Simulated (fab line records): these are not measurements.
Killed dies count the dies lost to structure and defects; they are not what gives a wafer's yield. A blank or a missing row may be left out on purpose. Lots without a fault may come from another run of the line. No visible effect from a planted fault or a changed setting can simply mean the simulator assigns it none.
fab line records / flow sfq-line
[record] lots = 6 wafers = 18 last-day = 92
route steps=325 shown I3@147 M4@148
lots that met no fault: from a run of the same line without faults
start-h: hours from the record's opening day to when the first of the lot's shown wafers began / wait-h: hours since the lot's step before / " as in the row above / L1.1+2: a single row standing in for several wafers / - no value present, or no start provided / * or withheld: withheld / < > ~ a bound
route shown NAME@n: NAME is a module with steps in the file, n the number in the route of the first one / usual: mean/standard deviation of fault-free wafers / same: alike in all rows / chamber/n: place in a boat / sites: each site's reading / _std_site: the standard deviation of these / _edge_site: inner sites' mean taken away from outer sites' mean / radius-mm: for every site, how far away it sits from the centre of the wafer / mask NAME#n: copy n / behind: the last tool/chamber to shape the wafer / hold: reason for holding the lot/hours on hold/outcome of the hold / device: the n, p or np transistor that did not switch / end of line: the route-end tests of the same wafers / a step given without rows: its recipe and nothing more / killed: at the first sort, the dies lost to defects and structure; wafer yield is something else / map: a wafer's dies, marking killed ones x, the rest . and places with no die _
set.NAME: the setting as run; set.NAME@STEP: as run at that earlier step / model.NAME: the simulator's own value behind a step, which no gauge read
a table for each step, a row for each wafer; lots at some steps of the route
services: when a tool's chamber went out of use (start-h, in hours from the record's first day, below 0 if earlier), for how many hours, and the reason
[[steps]]
[step SFQ_TRILAYER_I3_VIA_STRIP_SOLV_CLEAN_090]
[recipe] chemistry = NMP temp-c = 70 time-s = 600
[step SFQ_TRILAYER_M4_DEP_PRE_CLEAN_092]
[recipe] gas = Ar time-s = 22.5 bias-v = 250
[step SFQ_TRILAYER_M4_DEP_SPUTTER_091]
[recipe] material = Nb base-pressure-pa = 1.33e-06 chamber-pressure-pa = 0.1333 substrate-temp-c = 20 resputter-cathode-voltage-v = 400 target-thk-nm = 200 power-w = 2000 time-s = 133.3
[usual] cathode-dc-power-W = 2000.0/0.35 throttle-valve-pct = 30.2/0.94
lot.wafer=L849.1 tool=pvd-sputter-03 chamber=- start-h=1158.27 wait-h=0.0 cathode-dc-power-W=1999.9 throttle-valve-pct=30.8
lot.wafer=L849.2 tool=pvd-sputter-03 chamber=- start-h=1158.27 wait-h=0.0 cathode-dc-power-W=2000.1 throttle-valve-pct=29.6
lot.wafer=L849.4 tool=pvd-sputter-03 chamber=- start-h=1158.27 wait-h=0.0 cathode-dc-power-W=2000.5 throttle-valve-pct=31.9
lot.wafer=L855.1 tool=pvd-sputter-06 chamber=- start-h=1199.07 wait-h=0.0 cathode-dc-power-W=2000.0 throttle-valve-pct=29.9
lot.wafer=L855.4 tool=pvd-sputter-06 chamber=- start-h=1199.07 wait-h=0.0 cathode-dc-power-W=1999.7 throttle-valve-pct=29.9
lot.wafer=L855.5 tool=pvd-sputter-06 chamber=- start-h=1199.07 wait-h=0.0 cathode-dc-power-W=1999.7 throttle-valve-pct=29.1
lot.wafer=L857.1 tool=pvd-sputter-06 chamber=- start-h=1239.87 wait-h=0.0 cathode-dc-power-W=1999.7 throttle-valve-pct=30.2
lot.wafer=L857.3 tool=pvd-sputter-06 chamber=- start-h=1239.87 wait-h=0.0 cathode-dc-power-W=2000.1 throttle-valve-pct=31.2
lot.wafer=L857.5 tool=pvd-sputter-06 chamber=- start-h=1239.87 wait-h=0.0 cathode-dc-power-W=2000.3 throttle-valve-pct=28.9
lot.wafer=L865.1 tool=pvd-sputter-06 chamber=- start-h=1319.84 wait-h=0.0 cathode-dc-power-W=2000.3 throttle-valve-pct=29.3
lot.wafer=L865.2 tool=pvd-sputter-06 chamber=- start-h=1319.84 wait-h=0.0 cathode-dc-power-W=1999.4 throttle-valve-pct=31.1
lot.wafer=L865.6 tool=pvd-sputter-06 chamber=- start-h=1319.84 wait-h=0.0 cathode-dc-power-W=2000.1 throttle-valve-pct=28.9
lot.wafer=L867.1 tool=pvd-sputter-05 chamber=- start-h=1331.81 wait-h=0.0 cathode-dc-power-W=2000.2 throttle-valve-pct=29.5
lot.wafer=L867.4 tool=pvd-sputter-05 chamber=- start-h=1331.81 wait-h=0.0 cathode-dc-power-W=1999.9 throttle-valve-pct=29.3
lot.wafer=L867.6 tool=pvd-sputter-05 chamber=- start-h=1331.81 wait-h=0.0 cathode-dc-power-W=1999.6 throttle-valve-pct=28.9
lot.wafer=L871.3 tool=pvd-sputter-05 chamber=- start-h=1352.19 wait-h=0.0 cathode-dc-power-W=2000.1 throttle-valve-pct=31.0
lot.wafer=L871.4 tool=pvd-sputter-05 chamber=- start-h=1352.19 wait-h=0.0 cathode-dc-power-W=1999.3 throttle-valve-pct=29.0
lot.wafer=L871.5 tool=pvd-sputter-05 chamber=- start-h=1352.19 wait-h=0.0 cathode-dc-power-W=2000.3 throttle-valve-pct=30.3
[step SFQ_M4_RS_MEAS_924]
[recipe] thk-meas-gauge = four-point-probe reads = Nb_of_TRILAYER_M4_DEP_SPUTTER_091
[usual] M4_NB_RS = 0.891/0.0087
lot.wafer=L849.1 tool=film-metro-02 chamber=- start-h=1158.36 wait-h=0.0 M4_NB_RS[ohm/sq]=0.897
lot.wafer=L849.2 tool=film-metro-02 chamber=- start-h=1158.36 wait-h=0.0 M4_NB_RS[ohm/sq]=0.883
lot.wafer=L849.4 tool=film-metro-02 chamber=- start-h=1158.36 wait-h=0.0 M4_NB_RS[ohm/sq]=0.887
lot.wafer=L855.1 tool=film-metro-02 chamber=- start-h=1199.16 wait-h=0.0 M4_NB_RS[ohm/sq]=0.894
lot.wafer=L855.4 tool=film-metro-02 chamber=- start-h=1199.16 wait-h=0.0 M4_NB_RS[ohm/sq]=0.912
lot.wafer=L855.5 tool=film-metro-02 chamber=- start-h=1199.16 wait-h=0.0 M4_NB_RS[ohm/sq]=0.900
lot.wafer=L857.1 tool=film-metro-02 chamber=- start-h=1239.96 wait-h=0.0 M4_NB_RS[ohm/sq]=0.886
lot.wafer=L857.3 tool=film-metro-02 chamber=- start-h=1239.96 wait-h=0.0 M4_NB_RS[ohm/sq]=0.900
lot.wafer=L857.5 tool=film-metro-02 chamber=- start-h=1239.96 wait-h=0.0 M4_NB_RS[ohm/sq]=0.891
lot.wafer=L865.1 tool=film-metro-03 chamber=- start-h=1319.93 wait-h=0.0 M4_NB_RS[ohm/sq]=0.900
lot.wafer=L865.2 tool=film-metro-03 chamber=- start-h=1319.93 wait-h=0.0 M4_NB_RS[ohm/sq]=0.906
lot.wafer=L865.6 tool=film-metro-03 chamber=- start-h=1319.93 wait-h=0.0 M4_NB_RS[ohm/sq]=0.907
lot.wafer=L867.1 tool=film-metro-02 chamber=- start-h=1331.96 wait-h=0.1 M4_NB_RS[ohm/sq]=0.886
lot.wafer=L867.4 tool=film-metro-02 chamber=- start-h=1331.96 wait-h=0.1 M4_NB_RS[ohm/sq]=0.887
lot.wafer=L867.6 tool=film-metro-02 chamber=- start-h=1331.96 wait-h=0.1 M4_NB_RS[ohm/sq]=0.889
lot.wafer=L871.3 tool=film-metro-02 chamber=- start-h=1352.32 wait-h=0.1 M4_NB_RS[ohm/sq]=0.888
lot.wafer=L871.4 tool=film-metro-02 chamber=- start-h=1352.32 wait-h=0.1 M4_NB_RS[ohm/sq]=0.880
lot.wafer=L871.5 tool=film-metro-02 chamber=- start-h=1352.32 wait-h=0.1 M4_NB_RS[ohm/sq]=0.885
[step SFQ_TRILAYER_M4_LITHO_COAT_098]
[recipe] resist = BARC spin-rpm = 3000 resist-thk-nm = 62
[step SFQ_TRILAYER_M4_LITHO_COAT_093]
[recipe] resist = KrF spin-rpm = 3000 resist-thk-nm = 600
[step SFQ_TRILAYER_M4_LITHO_SOFTBAKE_097]
[recipe] temp-c = withheld time-s = withheld resist = KrF
[step SFQ_TRILAYER_M4_LITHO_EXPOSE_094]
[recipe] mask-id = M4 na = 0.6 source-shape = conventional sigma-outer = 0.65 target-cd-nm = 500 dose-mj = 14.4
[step SFQ_TRILAYER_M4_LITHO_PEB_096]
[recipe] peb-temp-c = 115 peb-time-s = 60 resist = KrF
[step SFQ_TRILAYER_M4_LITHO_DEVELOP_095]
[recipe] time-s = 60 resist = KrF
[step SFQ_M4_OVL_MEAS_926]
[usual] M4_OVL = -1/5
lot.wafer=L849.1 tool=overlay-01 chamber=- start-h=1259.27 wait-h=0.1 M4_OVL[nm]=2
lot.wafer=L849.2 tool=overlay-01 chamber=- start-h=1259.27 wait-h=0.1 M4_OVL[nm]=-2
lot.wafer=L849.4 tool=overlay-01 chamber=- start-h=1259.27 wait-h=0.1 M4_OVL[nm]=2
lot.wafer=L855.1 tool=overlay-02 chamber=- start-h=1311.64 wait-h=0.1 M4_OVL[nm]=1
lot.wafer=L855.4 tool=overlay-02 chamber=- start-h=1311.64 wait-h=0.1 M4_OVL[nm]=3
lot.wafer=L855.5 tool=overlay-02 chamber=- start-h=1311.64 wait-h=0.1 M4_OVL[nm]=-1
lot.wafer=L857.1 tool=overlay-01 chamber=- start-h=1347.60 wait-h=0.1 M4_OVL[nm]=2
lot.wafer=L857.3 tool=overlay-01 chamber=- start-h=1347.60 wait-h=0.1 M4_OVL[nm]=6
lot.wafer=L857.5 tool=overlay-01 chamber=- start-h=1347.60 wait-h=0.1 M4_OVL[nm]=8
lot.wafer=L865.1 tool=overlay-01 chamber=- start-h=1426.61 wait-h=0.1 M4_OVL[nm]=-7
lot.wafer=L865.2 tool=overlay-01 chamber=- start-h=1426.61 wait-h=0.1 M4_OVL[nm]=-9
lot.wafer=L865.6 tool=overlay-01 chamber=- start-h=1426.61 wait-h=0.1 M4_OVL[nm]=-5
lot.wafer=L867.1 tool=overlay-02 chamber=- start-h=1449.66 wait-h=0.1 M4_OVL[nm]=1
lot.wafer=L867.4 tool=overlay-02 chamber=- start-h=1449.66 wait-h=0.1 M4_OVL[nm]=1
lot.wafer=L867.6 tool=overlay-02 chamber=- start-h=1449.66 wait-h=0.1 M4_OVL[nm]=4
lot.wafer=L871.3 tool=overlay-02 chamber=- start-h=1471.27 wait-h=0.1 M4_OVL[nm]=-3
lot.wafer=L871.4 tool=overlay-02 chamber=- start-h=1471.27 wait-h=0.1 M4_OVL[nm]=2
lot.wafer=L871.5 tool=overlay-02 chamber=- start-h=1471.27 wait-h=0.1 M4_OVL[nm]=-1
[step SFQ_TRILAYER_M4_BARC_OPEN_METAL_ETCH_123]
[recipe] mask-material = PR chemistry = O2 target-depth-nm = 125 target = BARC icp-w = 600 bias-w = 80 pressure-mtorr = 10 time-s = 41.7
[usual] drypump-motor-current-A = 5.44/0.23 oes-product-au = 0.685/0.0047 rf-fwd-power-W = 592.8/2.1
lot.wafer=L849.1 tool=rie-metal-04 chamber=1 start-h=1259.31 wait-h=0.0 drypump-motor-current-A=5.33 oes-product-au=0.687 rf-fwd-power-W=592.2 rf-hours-counter-h=114 model.KrF_of_TRILAYER_M4_LITHO_COAT_093.thk-nm=523
lot.wafer=L849.2 tool=rie-metal-04 chamber=1 start-h=1259.31 wait-h=0.0 drypump-motor-current-A=5.34 oes-product-au=0.691 rf-fwd-power-W=594.3 rf-hours-counter-h=- model.KrF_of_TRILAYER_M4_LITHO_COAT_093.thk-nm=524.1
lot.wafer=L849.4 tool=rie-metal-04 chamber=1 start-h=1259.31 wait-h=0.0 drypump-motor-current-A=5.34 oes-product-au=0.687 rf-fwd-power-W=592.8 rf-hours-counter-h=- model.KrF_of_TRILAYER_M4_LITHO_COAT_093.thk-nm=523.8
lot.wafer=L855.1 tool=rie-metal-03 chamber=1 start-h=1311.68 wait-h=0.0 drypump-motor-current-A=5.33 oes-product-au=0.689 rf-fwd-power-W=496.0 rf-hours-counter-h=116 model.KrF_of_TRILAYER_M4_LITHO_COAT_093.thk-nm=527.8
lot.wafer=L855.4 tool=rie-metal-03 chamber=1 start-h=1311.68 wait-h=0.0 drypump-motor-current-A=5.31 oes-product-au=0.685 rf-fwd-power-W=495.5 rf-hours-counter-h=- model.KrF_of_TRILAYER_M4_LITHO_COAT_093.thk-nm=529.1
lot.wafer=L855.5 tool=rie-metal-03 chamber=0 start-h=1311.68 wait-h=0.0 drypump-motor-current-A=5.61 oes-product-au=0.680 rf-fwd-power-W=593.4 rf-hours-counter-h=- model.KrF_of_TRILAYER_M4_LITHO_COAT_093.thk-nm=521.4
lot.wafer=L857.1 tool=rie-metal-03 chamber=0 start-h=1347.63 wait-h=0.0 drypump-motor-current-A=5.55 oes-product-au=0.678 rf-fwd-power-W=590.7 rf-hours-counter-h=101 model.KrF_of_TRILAYER_M4_LITHO_COAT_093.thk-nm=524.8
lot.wafer=L857.3 tool=rie-metal-03 chamber=1 start-h=1347.63 wait-h=0.0 drypump-motor-current-A=5.31 oes-product-au=0.676 rf-fwd-power-W=496.4 rf-hours-counter-h=- model.KrF_of_TRILAYER_M4_LITHO_COAT_093.thk-nm=532.1
lot.wafer=L857.5 tool=rie-metal-03 chamber=0 start-h=1347.63 wait-h=0.0 drypump-motor-current-A=5.57 oes-product-au=0.681 rf-fwd-power-W=591.3 rf-hours-counter-h=- model.KrF_of_TRILAYER_M4_LITHO_COAT_093.thk-nm=522.9
lot.wafer=L865.1 tool=rie-metal-03 chamber=1 start-h=1426.65 wait-h=0.0 drypump-motor-current-A=5.33 oes-product-au=0.683 rf-fwd-power-W=593.7 rf-hours-counter-h=1 model.KrF_of_TRILAYER_M4_LITHO_COAT_093.thk-nm=524.9
lot.wafer=L865.2 tool=rie-metal-03 chamber=0 start-h=1426.65 wait-h=0.0 drypump-motor-current-A=5.60 oes-product-au=0.689 rf-fwd-power-W=591.4 rf-hours-counter-h=111 model.KrF_of_TRILAYER_M4_LITHO_COAT_093.thk-nm=526.3
lot.wafer=L865.6 tool=rie-metal-03 chamber=0 start-h=1426.65 wait-h=0.0 drypump-motor-current-A=5.59 oes-product-au=0.681 rf-fwd-power-W=592.1 rf-hours-counter-h=- model.KrF_of_TRILAYER_M4_LITHO_COAT_093.thk-nm=524.4
lot.wafer=L867.1 tool=rie-metal-01 chamber=1 start-h=1449.70 wait-h=0.0 drypump-motor-current-A=5.68 oes-product-au=0.688 rf-fwd-power-W=595.5 rf-hours-counter-h=27 model.KrF_of_TRILAYER_M4_LITHO_COAT_093.thk-nm=522.7
lot.wafer=L867.4 tool=rie-metal-01 chamber=1 start-h=1449.70 wait-h=0.0 drypump-motor-current-A=5.72 oes-product-au=0.686 rf-fwd-power-W=594.9 rf-hours-counter-h=- model.KrF_of_TRILAYER_M4_LITHO_COAT_093.thk-nm=521
lot.wafer=L867.6 tool=rie-metal-01 chamber=0 start-h=1449.70 wait-h=0.0 drypump-motor-current-A=5.82 oes-product-au=0.682 rf-fwd-power-W=593.3 rf-hours-counter-h=- model.KrF_of_TRILAYER_M4_LITHO_COAT_093.thk-nm=519.4
lot.wafer=L871.3 tool=rie-metal-03 chamber=1 start-h=1471.32 wait-h=0.0 drypump-motor-current-A=5.32 oes-product-au=0.689 rf-fwd-power-W=594.6 rf-hours-counter-h=- model.KrF_of_TRILAYER_M4_LITHO_COAT_093.thk-nm=522.1
lot.wafer=L871.4 tool=rie-metal-03 chamber=0 start-h=1471.32 wait-h=0.0 drypump-motor-current-A=5.57 oes-product-au=0.687 rf-fwd-power-W=591.2 rf-hours-counter-h=- model.KrF_of_TRILAYER_M4_LITHO_COAT_093.thk-nm=524.5
lot.wafer=L871.5 tool=rie-metal-03 chamber=0 start-h=1471.32 wait-h=0.0 drypump-motor-current-A=5.61 oes-product-au=0.689 rf-fwd-power-W=592.3 rf-hours-counter-h=- model.KrF_of_TRILAYER_M4_LITHO_COAT_093.thk-nm=523.8
[step SFQ_TRILAYER_M4_ETCH_METAL_ETCH_096]
[recipe] target = Nb stop-on = SiO2 mask-material = PR chemistry = Cl2/Ar target-depth-nm = 240 icp-w = 600 bias-w = 80 pressure-mtorr = 10 time-s = 120
[usual] drypump-motor-current-A = 5.44/0.23 oes-product-au = 0.893/0.0064 rf-fwd-power-W = 596.8/2.1
lot.wafer=L849.1 tool=rie-metal-04 chamber=1 start-h=1259.43 wait-h=0.1 drypump-motor-current-A=5.35 oes-product-au=0.888 rf-fwd-power-W=596.9 rf-hours-counter-h=114 model.KrF_of_TRILAYER_M4_LITHO_COAT_093.thk-nm=382.4
lot.wafer=L849.2 tool=rie-metal-04 chamber=1 start-h=1259.43 wait-h=0.1 drypump-motor-current-A=5.35 oes-product-au=0.903 rf-fwd-power-W=598.7 rf-hours-counter-h=- model.KrF_of_TRILAYER_M4_LITHO_COAT_093.thk-nm=382.8
lot.wafer=L849.4 tool=rie-metal-04 chamber=1 start-h=1259.43 wait-h=0.1 drypump-motor-current-A=5.34 oes-product-au=0.890 rf-fwd-power-W=597.5 rf-hours-counter-h=- model.KrF_of_TRILAYER_M4_LITHO_COAT_093.thk-nm=382.8
lot.wafer=L855.1 tool=rie-metal-03 chamber=1 start-h=1311.74 wait-h=0.0 drypump-motor-current-A=5.29 oes-product-au=0.890 rf-fwd-power-W=598.9 rf-hours-counter-h=116 model.KrF_of_TRILAYER_M4_LITHO_COAT_093.thk-nm=386.3
lot.wafer=L855.4 tool=rie-metal-03 chamber=1 start-h=1311.74 wait-h=0.0 drypump-motor-current-A=5.29 oes-product-au=0.878 rf-fwd-power-W=598.4 rf-hours-counter-h=- model.KrF_of_TRILAYER_M4_LITHO_COAT_093.thk-nm=385.8
lot.wafer=L855.5 tool=rie-metal-03 chamber=0 start-h=1311.74 wait-h=0.0 drypump-motor-current-A=5.59 oes-product-au=0.882 rf-fwd-power-W=594.9 rf-hours-counter-h=- model.KrF_of_TRILAYER_M4_LITHO_COAT_093.thk-nm=381.2
lot.wafer=L857.1 tool=rie-metal-03 chamber=0 start-h=1347.69 wait-h=0.0 drypump-motor-current-A=5.57 oes-product-au=0.903 rf-fwd-power-W=597.3 rf-hours-counter-h=101 model.KrF_of_TRILAYER_M4_LITHO_COAT_093.thk-nm=385.3
lot.wafer=L857.3 tool=rie-metal-03 chamber=1 start-h=1347.69 wait-h=0.0 drypump-motor-current-A=5.29 oes-product-au=0.892 rf-fwd-power-W=595.5 rf-hours-counter-h=- model.KrF_of_TRILAYER_M4_LITHO_COAT_093.thk-nm=390.6
lot.wafer=L857.5 tool=rie-metal-03 chamber=0 start-h=1347.69 wait-h=0.0 drypump-motor-current-A=5.56 oes-product-au=0.888 rf-fwd-power-W=597.3 rf-hours-counter-h=- model.KrF_of_TRILAYER_M4_LITHO_COAT_093.thk-nm=383.4
lot.wafer=L865.1 tool=rie-metal-03 chamber=1 start-h=1426.71 wait-h=0.0 drypump-motor-current-A=5.33 oes-product-au=0.894 rf-fwd-power-W=594.4 rf-hours-counter-h=1 model.KrF_of_TRILAYER_M4_LITHO_COAT_093.thk-nm=382.6
lot.wafer=L865.2 tool=rie-metal-03 chamber=0 start-h=1426.71 wait-h=0.0 drypump-motor-current-A=5.58 oes-product-au=0.887 rf-fwd-power-W=596.4 rf-hours-counter-h=111 model.KrF_of_TRILAYER_M4_LITHO_COAT_093.thk-nm=387.2
lot.wafer=L865.6 tool=rie-metal-03 chamber=0 start-h=1426.71 wait-h=0.0 drypump-motor-current-A=5.59 oes-product-au=0.884 rf-fwd-power-W=595.0 rf-hours-counter-h=- model.KrF_of_TRILAYER_M4_LITHO_COAT_093.thk-nm=385.4
lot.wafer=L867.1 tool=rie-metal-01 chamber=1 start-h=1449.76 wait-h=0.0 drypump-motor-current-A=5.70 oes-product-au=0.897 rf-fwd-power-W=597.8 rf-hours-counter-h=27 model.KrF_of_TRILAYER_M4_LITHO_COAT_093.thk-nm=381.9
lot.wafer=L867.4 tool=rie-metal-01 chamber=1 start-h=1449.76 wait-h=0.0 drypump-motor-current-A=5.71 oes-product-au=0.896 rf-fwd-power-W=598.9 rf-hours-counter-h=- model.KrF_of_TRILAYER_M4_LITHO_COAT_093.thk-nm=379
lot.wafer=L867.6 tool=rie-metal-01 chamber=0 start-h=1449.76 wait-h=0.0 drypump-motor-current-A=5.82 oes-product-au=0.900 rf-fwd-power-W=594.2 rf-hours-counter-h=- model.KrF_of_TRILAYER_M4_LITHO_COAT_093.thk-nm=377.3
lot.wafer=L871.3 tool=rie-metal-03 chamber=1 start-h=1471.40 wait-h=0.1 drypump-motor-current-A=5.29 oes-product-au=0.888 rf-fwd-power-W=599.4 rf-hours-counter-h=- model.KrF_of_TRILAYER_M4_LITHO_COAT_093.thk-nm=378.1
lot.wafer=L871.4 tool=rie-metal-03 chamber=0 start-h=1471.40 wait-h=0.1 drypump-motor-current-A=5.57 oes-product-au=0.897 rf-fwd-power-W=595.6 rf-hours-counter-h=- model.KrF_of_TRILAYER_M4_LITHO_COAT_093.thk-nm=382
lot.wafer=L871.5 tool=rie-metal-03 chamber=0 start-h=1471.40 wait-h=0.1 drypump-motor-current-A=5.55 oes-product-au=0.899 rf-fwd-power-W=595.9 rf-hours-counter-h=- model.KrF_of_TRILAYER_M4_LITHO_COAT_093.thk-nm=382.8
[step SFQ_TRILAYER_M4_STRIP_STRIP_097]
[recipe] gas = O2 power-w = 200 platen-temp-c = 40 overash-fraction = 0.65 chemistry = O2 pressure-mtorr = 50
[usual] drypump-motor-current-A = 5.44/0.23 oes-product-au = 1.000/0.0065
lot.wafer=L849.1 tool=rie-metal-04 chamber=1 start-h=1259.68 wait-h=0.2 drypump-motor-current-A=5.33 oes-product-au=0.998 rf-hours-counter-h=114
lot.wafer=L849.2 tool=rie-metal-04 chamber=1 start-h=1259.68 wait-h=0.2 drypump-motor-current-A=5.33 oes-product-au=1.003 rf-hours-counter-h=-
lot.wafer=L849.4 tool=rie-metal-04 chamber=1 start-h=1259.68 wait-h=0.2 drypump-motor-current-A=5.33 oes-product-au=0.991 rf-hours-counter-h=-
lot.wafer=L855.1 tool=rie-metal-03 chamber=1 start-h=1311.86 wait-h=0.1 drypump-motor-current-A=5.34 oes-product-au=0.998 rf-hours-counter-h=116
lot.wafer=L855.4 tool=rie-metal-03 chamber=1 start-h=1311.86 wait-h=0.1 drypump-motor-current-A=5.33 oes-product-au=0.988 rf-hours-counter-h=-
lot.wafer=L855.5 tool=rie-metal-03 chamber=0 start-h=1311.86 wait-h=0.1 drypump-motor-current-A=5.56 oes-product-au=0.995 rf-hours-counter-h=-
lot.wafer=L857.1 tool=rie-metal-03 chamber=0 start-h=1347.82 wait-h=0.1 drypump-motor-current-A=5.62 oes-product-au=0.998 rf-hours-counter-h=101
lot.wafer=L857.3 tool=rie-metal-03 chamber=1 start-h=1347.82 wait-h=0.1 drypump-motor-current-A=5.33 oes-product-au=1.001 rf-hours-counter-h=-
lot.wafer=L857.5 tool=rie-metal-03 chamber=0 start-h=1347.82 wait-h=0.1 drypump-motor-current-A=5.58 oes-product-au=0.990 rf-hours-counter-h=-
lot.wafer=L865.1 tool=rie-metal-03 chamber=1 start-h=1426.83 wait-h=0.1 drypump-motor-current-A=5.29 oes-product-au=0.994 rf-hours-counter-h=2
lot.wafer=L865.2 tool=rie-metal-03 chamber=0 start-h=1426.83 wait-h=0.1 drypump-motor-current-A=5.60 oes-product-au=0.988 rf-hours-counter-h=111
lot.wafer=L865.6 tool=rie-metal-03 chamber=0 start-h=1426.83 wait-h=0.1 drypump-motor-current-A=5.61 oes-product-au=0.986 rf-hours-counter-h=-
lot.wafer=L867.1 tool=rie-metal-01 chamber=1 start-h=1449.88 wait-h=0.1 drypump-motor-current-A=5.70 oes-product-au=1.016 rf-hours-counter-h=27
lot.wafer=L867.4 tool=rie-metal-01 chamber=1 start-h=1449.88 wait-h=0.1 drypump-motor-current-A=5.69 oes-product-au=1.008 rf-hours-counter-h=-
lot.wafer=L867.6 tool=rie-metal-01 chamber=0 start-h=1449.88 wait-h=0.1 drypump-motor-current-A=5.83 oes-product-au=1.004 rf-hours-counter-h=-
lot.wafer=L871.3 tool=rie-metal-03 chamber=1 start-h=1471.68 wait-h=0.2 drypump-motor-current-A=5.34 oes-product-au=1.001 rf-hours-counter-h=-
lot.wafer=L871.4 tool=rie-metal-03 chamber=0 start-h=1471.68 wait-h=0.2 drypump-motor-current-A=5.62 oes-product-au=0.996 rf-hours-counter-h=-
lot.wafer=L871.5 tool=rie-metal-03 chamber=0 start-h=1471.68 wait-h=0.2 drypump-motor-current-A=5.58 oes-product-au=1.000 rf-hours-counter-h=-
[[services]]
tool=rie-metal-04 chamber=- start-h=1138.42 hours=2.8 kind=pm
tool=rie-metal-04 chamber=- start-h=1154.67 hours=0.7 kind=repair
tool=pvd-sputter-03 chamber=- start-h=1195.37 hours=5.1 kind=repair
tool=rie-metal-01 chamber=1 start-h=1212.09 hours=- kind=clean
tool=rie-metal-01 chamber=1 start-h=1212.09 hours=- kind=consumable-replace:focus-ring
tool=rie-metal-01 chamber=1 start-h=1212.09 hours=17.3 kind=scheduled-down
tool=rie-metal-01 chamber=1 start-h=1212.09 hours=17.3 kind=vent-cycle
tool=rie-metal-04 chamber=0 start-h=1251.59 hours=- kind=clean
tool=rie-metal-04 chamber=0 start-h=1251.59 hours=- kind=consumable-replace:focus-ring
tool=rie-metal-04 chamber=0 start-h=1251.59 hours=15.8 kind=scheduled-down
tool=rie-metal-04 chamber=0 start-h=1251.59 hours=15.8 kind=vent-cycle
tool=pvd-sputter-06 chamber=- start-h=1322.80 hours=7.1 kind=repair
tool=rie-metal-04 chamber=0 start-h=1340.94 hours=4.4 kind=repair
tool=rie-metal-04 chamber=1 start-h=1379.87 hours=- kind=clean
tool=rie-metal-04 chamber=1 start-h=1379.87 hours=- kind=consumable-replace:focus-ring
tool=rie-metal-04 chamber=1 start-h=1379.87 hours=21.3 kind=scheduled-down
tool=rie-metal-04 chamber=1 start-h=1379.87 hours=21.3 kind=vent-cycle
tool=rie-metal-03 chamber=1 start-h=1401.63 hours=- kind=clean
tool=rie-metal-03 chamber=1 start-h=1401.63 hours=- kind=consumable-replace:focus-ring
tool=rie-metal-03 chamber=1 start-h=1401.63 hours=12.6 kind=scheduled-down
tool=rie-metal-03 chamber=1 start-h=1401.63 hours=12.6 kind=vent-cycle
tool=pvd-sputter-06 chamber=- start-h=1431.13 hours=8.3 kind=repair
tool=pvd-sputter-03 chamber=- start-h=1432.65 hours=3.5 kind=repair
tool=rie-metal-01 chamber=- start-h=1455.44 hours=1.6 kind=repair
[[key]]
[first-sign] step = SFQ_TRILAYER_M4_BARC_OPEN_METAL_ETCH_123 reading = rf-fwd-power-W direction = down sigmas = 45 usual = 592.8 struck = 496.0
effect none on later readings
[model-effect] step = SFQ_TRILAYER_M4_BARC_OPEN_METAL_ETCH_123 value = KrF_of_TRILAYER_M4_LITHO_COAT_093.thk-nm without = 522.2 struck = 529.7
[model-effect] step = SFQ_TRILAYER_M4_ETCH_METAL_ETCH_096 value = KrF_of_TRILAYER_M4_LITHO_COAT_093.thk-nm without = 380.1 struck = 387.6
met-at SFQ_TRILAYER_M4_BARC_OPEN_METAL_ETCH_123
struck-wafers L855.1,L855.4,L857.3
[fault] kind = process-parameter-drift tool = rie-metal-03 chamber = 1 onset-h = 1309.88 steps = SFQ_TRILAYER_M4_BARC_OPEN_METAL_ETCH_123 channel = icp-w offset = -96 shape = step end-h = 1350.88 acts-in = these-recipes-only stated = 600
